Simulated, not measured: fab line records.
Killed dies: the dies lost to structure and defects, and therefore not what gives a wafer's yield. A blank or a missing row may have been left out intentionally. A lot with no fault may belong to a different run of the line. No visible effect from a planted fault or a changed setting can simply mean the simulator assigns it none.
Which tool is to blame? | flow sky130 | 36 wafers sampled from 12 lots at 1 step of a route of 708

## WHAT THE GAUGES READ, wafer by wafer
SKY_FIELD_ISO_THK_MEAS_02.
lot  | measured    | on            | FIELD_ISO_OXIDATION_00_THK (nm)
L075 | day 1 16:45 | film_metro-02 | 12.35 12.32 12.34
L077 | day 2 02:38 | film_metro-03 | 12.11 11.88 11.96
L079 | day 2 12:38 | film_metro-03 | 12.11 12.22 12.18
L081 | day 2 22:38 | film_metro-02 | 11.86 11.92 11.86
L083 | day 3 08:43 | film_metro-01 | 12.23 12.39 12.19
L085 | day 3 18:55 | film_metro-01 | 12.20 12.32 12.39
L087 | day 4 04:48 | film_metro-01 | 11.82 12.11 11.86
L089 | day 4 16:10 | film_metro-03 | 12.09 12.04 12.17
L091 | day 5 01:39 | film_metro-02 | 11.97 12.02 12.23
L093 | day 5 12:28 | film_metro-03 | 12.33 12.16 12.04
L095 | day 5 20:52 | film_metro-03 | 12.45 12.21 12.37
L097 | day 6 07:37 | film_metro-01 | 12.52 12.58 12.57

## TOOL THAT RAN EACH LOT (tool first, then ch and the chambers of the sampled wafers, then the start)
Record: no process step prior to these readings.

## THE ANSWER, worked out from the rows above alone
Rule: the usual values come from the lots themselves. Put in order of their means at a reading, lots are off if they are a third of the lots or fewer, leave a main group of 4 or more, and stand apart from it by a gap of 3 or more times the standard deviation of the main group's means; of several such gaps the widest counts. A main group is skipped when, at the precision printed for the reading in the tables above, its means are all equal. A lot without any number at a reading at which 4 lots or more have one is off too. All remaining lots with rows at the step are treated as sound.
No lot is off on any of the readings shown, so nothing can be concluded from this.

## WHAT THE SIMULATOR HAD PUT IN
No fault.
